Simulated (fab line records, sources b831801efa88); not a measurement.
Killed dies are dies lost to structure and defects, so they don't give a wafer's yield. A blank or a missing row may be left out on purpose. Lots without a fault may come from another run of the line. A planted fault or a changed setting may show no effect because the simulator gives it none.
fab line records | flow sky130
record lots=6 wafers=18 last_day=50
route steps=708 shown LDD_HVP@288 LDD_LDN@289 PAD_OPEN@708
lots that met no fault: from a run of the same line without faults
start_h: hours from the record's first day to the start of the lot's first wafer shown | wait_h: hours since the lot's step before | " the same as in the row above | L1.1+2: a row that stands for several wafers | - no value, or no start given | * or withheld: withheld | < > ~ a bound
route shown NAME@n: a module of which the file shows steps, and the number in the route of the first | usual: mean/standard deviation of fault-free wafers | same: alike in all rows | chamber/n: place in a boat | sites: the reading at each site | _std_site: their standard deviation | _edge_site: outer sites' mean less inner sites' | radius_mm: how far each site lies from the wafer's centre | mask NAME#n: copy n | behind: the tool/chamber that last shaped the wafer | hold: why the lot was held/for how many hours/how that ended | device: the transistor (n, p or np) that didn't switch | end of line: the same wafers' tests at the end of the route | a step without rows: its recipe alone | killed: dies lost to structure and defects at the first sort, not the wafer's yield | map: a wafer's dies, x killed, . not, _ none there
set.NAME: the setting as run; set.NAME@STEP: as run at that earlier step | model.NAME: the simulator's own value behind a step, which no gauge read
lots at some steps of the route; a table a step, a row a wafer
services: from which hour (start_h, from the record's first day; less than 0 if before it) a tool's chamber was out of use, for how many hours, and why
## steps
# step SKY_LDD_HVP_TW_MEAS_10
# usual LDD_HVP_TW=454.1/2.1
# columns lot.wafer tool chamber start_h wait_h LDD_HVP_TW
L746.1 film_metro-04 - 537.36 0.1 453.2
L746.2 " - " " 454.4
L746.5 " - " " 454.1
L754.1 film_metro-03 - 592.36 0.1 455.6
L754.4 " - " " 458.0
L754.6 " - " " 453.8
L757.2 film_metro-03 - 616.02 0.1 456.5
L757.4 " - " " 456.7
L757.6 " - " " 454.8
L762.3 film_metro-03 - 661.88 0.1 455.0
L762.4 " - " " 455.2
L762.6 " - " " 454.6
L764.1 film_metro-04 - 676.82 0.1 452.0
L764.2 " - " " 449.4
L764.5 " - " " 451.8
L766.1 film_metro-03 - 688.47 0.1 457.7
L766.2 " - " " 453.8
L766.3 " - " " 455.1
# step SKY_LDD_LDN_DEHYDRATE_00
# recipe temp_c=200 time_s=60
# step SKY_LDD_LDN_HMDS_01
# recipe prime_time_s=60 prime_temp_c=120
# step SKY_LDD_LDN_COAT_02
# recipe resist=NOVOLAK spin_rpm=3000 resist_thk_nm=1140
# step SKY_LDD_LDN_SOFTBAKE_03
# recipe temp_c=90 time_s=60 resist=NOVOLAK
# step SKY_LDD_LDN_EXPOSE_04
# recipe mask_id=LDNTM na=0.6 source_shape=conventional sigma_outer=0.6 polarization=unpolarized target_cd_nm=700 dose_mj=140
# step SKY_LDD_LDN_PEB_05
# recipe temp_c=withheld time_s=* resist=NOVOLAK
# step SKY_LDD_LDN_DEVELOP_06
# recipe resist=NOVOLAK developer=TMAH develop_time_s=60 dev_temp_c=23
# step SKY_LDD_LDN_OVL_MEAS_07
# usual LDD_LDN_OVL=-0.3/1.3
# columns lot.wafer tool chamber start_h wait_h LDD_LDN_OVL[nm]
L746.1 overlay-01 - 566.83 0.1 0.0
L746.2 " - " " -1.7
L746.5 " - " " -0.9
L754.1 overlay-01 - 621.58 0.1 -0.1
L754.4 " - " " 1.0
L754.6 " - " " -2.6
L757.2 overlay-01 - 644.37 0.1 -0.6
L757.4 " - " " -0.9
L757.6 " - " " -1.6
L762.3 overlay-02 - 689.74 0.1 0.7
L762.4 " - " " 1.6
L762.6 " - " " 2.5
L764.1 overlay-02 - 703.98 0.1 -0.3
L764.2 " - " " -1.3
L764.5 " - " " -2.1
L766.1 overlay-02 - 716.28 0.1 -0.7
L766.2 " - " " -1.4
L766.3 " - " " -1.9
# step SKY_LDD_LDN_IMPLANT_08
# recipe species=As energy_kev=15 dose_cm2=1.25e+13 tilt_deg=withheld rotation_deg=23
# step SKY_LDD_LDN_IMPLANT_09
# recipe species=As energy_kev=15 dose_cm2=1.25e+13 tilt_deg=withheld rotation_deg=113
# step SKY_LDD_LDN_IMPLANT_10
# recipe species=As energy_kev=15 dose_cm2=1.25e+13 tilt_deg=withheld rotation_deg=203
# step SKY_LDD_LDN_IMPLANT_11
# recipe species=As energy_kev=15 dose_cm2=1.25e+13 tilt_deg=withheld rotation_deg=293
# usual beam_energy_keV=15.000/0.0046
# columns lot.wafer tool chamber start_h wait_h beam_energy_keV model.implant.rp_nm model.implant.drp_nm
L746.1 implanter-01 0 567.32 0.1 14.998 12.75 5.933
L746.2 " 0 " " 14.994 12.75 5.933
L746.5 " 0 " " 14.995 12.75 5.933
L754.1 implanter-02 0 622.07 0.1 16.998 13.83 6.451
L754.4 " 0 " " 16.993 13.83 6.451
L754.6 " 0 " " 16.997 13.83 6.451
L757.2 implanter-02 0 644.88 0.1 16.996 14.26 6.451
L757.4 " 0 " " 16.998 14.26 6.451
L757.6 " 0 " " 16.995 14.26 6.451
L762.3 implanter-01 0 690.27 0.1 14.995 12.79 5.933
L762.4 " 0 " " 14.994 12.79 5.933
L762.6 " 0 " " 14.993 12.79 5.933
L764.1 implanter-02 0 704.47 0.1 15.002 12.72 5.933
L764.2 " 0 " " 14.999 12.72 5.933
L764.5 " 0 " " 15.003 12.72 5.933
L766.1 implanter-01 0 716.77 0.1 14.998 13.13 5.933
L766.2 " 0 " " 14.999 13.13 5.933
L766.3 " 0 " " 15.006 13.13 5.933
# step SKY_LDD_LDN_STRIP_12
# recipe chemistry=O2/N2 power_w=1400 pressure_mtorr=1500 platen_temp_c=withheld o2_flow_sccm=3000 n2_flow_sccm=300 overash_fraction=0.5
# usual drypump_motor_current_A=5.7/0.36 oes_product_au=0.715/0.0046 strip_time_to_endpoint_s=14.19/0.037
# same overash_fraction=0.5
# columns lot.wafer tool chamber start_h wait_h drypump_motor_current_A oes_product_au rf_hours_counter_h strip_time_to_endpoint_s
L746.1 plasma_asher-04 1 567.47 0.1 5.5 0.717 82 14.16
L746.2 " 0 " " 6.0 0.711 82 14.18
L746.5 " 1 " " 5.5 0.700 - 14.09
L754.1 plasma_asher-02 0 622.22 0.1 6.2 0.716 51 14.19
L754.4 " 0 " " 6.3 0.712 - 14.21
L754.6 " 0 " " 6.2 0.718 - 14.20
L757.2 plasma_asher-01 0 645.00 0.1 5.4 0.712 22 14.19
L757.4 " 1 " " 5.8 0.712 - 14.17
L757.6 " 1 " " 5.8 0.718 - 14.20
L762.3 plasma_asher-01 0 690.40 0.1 5.5 0.713 - 14.18
L762.4 " 1 " " 5.8 0.712 - 14.20
L762.6 " 1 " " 5.9 0.715 - 14.23
L764.1 plasma_asher-01 0 704.62 0.1 5.5 0.708 28 14.23
L764.2 " 1 " " 5.8 0.710 28 14.15
L764.5 " 0 " " 5.5 0.714 - 14.20
L766.1 plasma_asher-01 1 716.92 0.1 5.8 0.715 29 14.13
L766.2 " 0 " " 5.4 0.709 29 14.12
L766.3 " 0 " " 5.5 0.712 - 14.11
# step SKY_PAD_OPEN_PROBE_99
# usual killed_at_M0_to_M3=44/7.5 killed_at_M4_up=3.2/1.9 killed_at_contacts=23/4.7 killed_at_front_end=15/4.7 killed_at_other=0.4/0.66 killed_dies=87/9.3 killed_open=47/7.2 killed_short=39/6.5
# same gross_dies=492 killed_at_back_side=0
# columns lot.wafer tool chamber start_h wait_h killed_at_M0_to_M3 killed_at_M4_up killed_at_contacts killed_at_front_end killed_at_other killed_dies killed_open killed_short model.etest.tip_sonos.rs_ohm_sq
L746.1 prober-01 - 1106.97 0.1 43 1 20 8 1 73 46 27 2615
L746.2 prober-01 - 1107.02 0.1 52 6 21 13 0 92 49 43 2620
L746.5 prober-01 - 1107.17 0.2 50 6 20 11 0 87 43 44 2632
L754.1 prober-01 - 1144.76 0.1 42 1 27 9 1 80 44 36 2530
L754.4 prober-01 - 1144.91 0.2 46 10 18 15 1 90 50 40 2604
L754.6 prober-01 - 1145.01 0.2 43 2 26 15 0 86 54 31 2566
L757.2 prober-02 - 1154.85 0.1 54 2 21 18 1 96 48 48 2491
L757.4 prober-02 - 1154.95 0.2 47 2 19 24 0 92 59 32 2504
L757.6 prober-02 - 1155.05 0.2 66 0 26 14 1 107 59 48 2528
L762.3 prober-01 - 1185.49 0.2 53 2 31 16 0 102 56 45 2725
L762.4 prober-01 - 1185.54 0.2 41 6 28 10 0 85 53 32 2684
L762.6 prober-01 - 1185.64 0.2 34 3 24 27 0 88 49 39 2693
L764.1 prober-01 - 1191.33 0.1 47 3 27 19 0 96 58 37 2688
L764.2 prober-01 - 1191.38 0.1 57 4 19 9 1 90 49 41 2737
L764.5 prober-01 - 1191.53 0.2 45 3 23 18 0 89 45 43 2692
L766.1 prober-02 - 1199.69 0.1 38 5 22 12 0 77 31 46 2755
L766.2 prober-02 - 1199.74 0.1 43 0 27 16 0 86 44 38 2726
L766.3 prober-02 - 1199.79 0.2 29 2 25 16 0 72 36 36 2722
# killed by level:class
L746.1 VIA1:geometric_particle:open=14 LI_CONTACT:geometric_particle:open=8 CONTACT:geometric_particle:open=7 VIA2:geometric_particle:open=6 VIA1:geometric_particle:short=4 VIA3:geometric_particle:open=4 FIELD_ISO:geometric_particle:open=3 METAL1:geometric_particle:short=3
L746.2 VIA1:geometric_particle:open=13 LI_CONTACT:geometric_particle:open=10 VIA1:geometric_particle:short=7 VIA3:geometric_particle:open=7 FIELD_ISO:geometric_particle:short=6 LI_CONTACT:geometric_particle:short=4 METAL1:geometric_particle:short=4 METAL2:geometric_particle:short=4
L746.5 VIA1:geometric_particle:open=10 VIA1:geometric_particle:short=9 VIA3:geometric_particle:open=6 LI_CONTACT:geometric_particle:open=6 CONTACT:geometric_particle:open=6 METAL2:geometric_particle:short=6 FIELD_ISO:geometric_particle:short=5 CONTACT:geometric_particle:short=5
L754.1 CONTACT:geometric_particle:open=10 VIA2:geometric_particle:open=10 VIA1:geometric_particle:open=9 LI_CONTACT:geometric_particle:open=7 LOCAL_INTERCONNECT:geometric_particle:short=6 METAL2:geometric_particle:short=5 VIA1:geometric_particle:short=4 METAL3:geometric_particle:short=3
L754.4 VIA1:geometric_particle:open=11 VIA2:geometric_particle:open=9 METAL4:geometric_particle:short=8 CONTACT:geometric_particle:open=8 VIA3:geometric_particle:open=6 METAL1:geometric_particle:short=5 VIA1:geometric_particle:short=5 FIELD_ISO:geometric_particle:short=4
L754.6 VIA1:geometric_particle:open=11 CONTACT:geometric_particle:open=9 LI_CONTACT:geometric_particle:open=8 VIA2:geometric_particle:open=7 LOCAL_INTERCONNECT:geometric_particle:short=6 METAL1:geometric_particle:short=5 METAL1:geometric_particle:open=5 VIA1:geometric_particle:short=5
L757.2 CONTACT:geometric_particle:open=11 VIA1:geometric_particle:open=11 METAL2:geometric_particle:short=9 METAL1:geometric_particle:short=8 VIA1:geometric_particle:short=7 FIELD_ISO:geometric_particle:short=6 VIA2:geometric_particle:open=6 POLY_GATE:geometric_particle:short=4
L757.4 VIA1:geometric_particle:open=10 POLY_GATE:geometric_particle:open=8 VIA3:geometric_particle:open=8 LI_CONTACT:geometric_particle:open=7 METAL1:geometric_particle:short=7 VIA2:geometric_particle:open=6 FIELD_ISO:geometric_particle:open=5 CONTACT:geometric_particle:open=4
L757.6 VIA2:geometric_particle:open=14 VIA1:geometric_particle:open=13 CONTACT:geometric_particle:open=12 METAL1:geometric_particle:short=10 METAL2:geometric_particle:short=9 VIA3:geometric_particle:short=6 POLY_GATE:geometric_particle:short=6 LI_CONTACT:geometric_particle:open=5
L762.3 VIA1:geometric_particle:open=13 LOCAL_INTERCONNECT:geometric_particle:short=9 VIA2:geometric_particle:open=9 LI_CONTACT:geometric_particle:open=8 CONTACT:geometric_particle:open=8 VIA1:geometric_particle:short=7 VIA2:geometric_particle:short=6 FIELD_ISO:geometric_particle:short=5
L762.4 CONTACT:geometric_particle:open=15 VIA1:geometric_particle:open=9 VIA1:geometric_particle:short=8 VIA2:geometric_particle:open=7 LI_CONTACT:geometric_particle:open=6 POLY_GATE:geometric_particle:open=5 LI_CONTACT:geometric_particle:short=3 VIA4:geometric_particle:open=3
L762.6 LI_CONTACT:geometric_particle:open=10 POLY_GATE:geometric_particle:open=9 VIA1:geometric_particle:open=9 FIELD_ISO:geometric_particle:short=6 FIELD_ISO:geometric_particle:open=6 CONTACT:geometric_particle:open=6 METAL1:geometric_particle:short=5 METAL2:geometric_particle:short=5
L764.1 CONTACT:geometric_particle:open=13 VIA3:geometric_particle:open=9 VIA2:geometric_particle:open=7 VIA1:geometric_particle:open=7 METAL1:geometric_particle:short=6 FIELD_ISO:geometric_particle:short=5 POLY_GATE:geometric_particle:open=4 SPACER:geometric_particle:short=4
L764.2 VIA1:geometric_particle:open=13 METAL1:geometric_particle:short=10 VIA3:geometric_particle:open=7 LI_CONTACT:geometric_particle:open=6 METAL2:geometric_particle:short=5 VIA2:geometric_particle:open=5 LI_CONTACT:geometric_particle:short=4 CONTACT:geometric_particle:short=4
L764.5 LI_CONTACT:geometric_particle:open=9 VIA1:geometric_particle:open=9 CONTACT:geometric_particle:open=7 METAL1:geometric_particle:short=5 VIA1:geometric_particle:short=5 METAL2:geometric_particle:short=5 FIELD_ISO:geometric_particle:open=4 VIA2:geometric_particle:short=4
L766.1 METAL2:geometric_particle:short=10 LOCAL_INTERCONNECT:geometric_particle:short=6 CONTACT:geometric_particle:open=6 METAL1:geometric_particle:short=5 VIA3:geometric_particle:short=5 VIA3:geometric_particle:open=5 FIELD_ISO:geometric_particle:open=4 LI_CONTACT:geometric_particle:open=4
L766.2 FIELD_ISO:geometric_particle:short=9 CONTACT:geometric_particle:open=9 VIA1:geometric_particle:open=9 METAL2:geometric_particle:short=9 VIA3:geometric_particle:open=7 LI_CONTACT:geometric_particle:open=6 FIELD_ISO:geometric_particle:open=4 LI_CONTACT:geometric_particle:short=4
L766.3 VIA1:geometric_particle:open=8 LI_CONTACT:geometric_particle:open=6 VIA3:geometric_particle:open=6 LOCAL_INTERCONNECT:geometric_particle:short=6 CONTACT:geometric_particle:open=6 METAL2:geometric_particle:short=6 POLY_GATE:geometric_particle:short=5 POLY_GATE:geometric_particle:open=4
## services
# columns tool chamber start_h hours kind
implanter-02 - 585.15 1.4 repair
plasma_asher-02 - 586.14 12.0 repair
plasma_asher-04 - 599.43 2.8 pm
implanter-02 - 607.80 1.8 repair
plasma_asher-02 - 645.45 5.3 repair
implanter-01 - 648.20 3.1 repair
implanter-01 - 670.68 1.6 repair
plasma_asher-04 - 682.13 2.8 repair
## key
first_sign step=SKY_LDD_LDN_IMPLANT_11 reading=beam_energy_keV direction=up sigmas=99+ usual=* struck=*
effect none on later readings
model_effect step=SKY_LDD_LDN_IMPLANT_11 value=implant.rp_nm without=12.86 struck=14.04
model_effect step=SKY_PAD_OPEN_PROBE_99 value=etest.tip_sonos.rs_ohm_sq without=2632 struck=2537
met_at SKY_LDD_LDN_IMPLANT_11
struck_wafers L754.1,L754.4,L754.6,L757.2,L757.4,L757.6
tester_left_out L754,L757
fault kind=process_parameter_drift tool=implanter-02 chamber=- onset_h=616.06 steps=SKY_LDD_LDN_IMPLANT_11 channel=energy_kev offset=* shape=step end_h=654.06 acts_in=* stated=*
# tester_left_out: of these lots the tester's yield and bins aren't shown, on N5 and GAA mostly nor the transistor test; their killed dies are dies lost to structure and defects alone, not to doping, threshold or leakage, so they don't give the yield
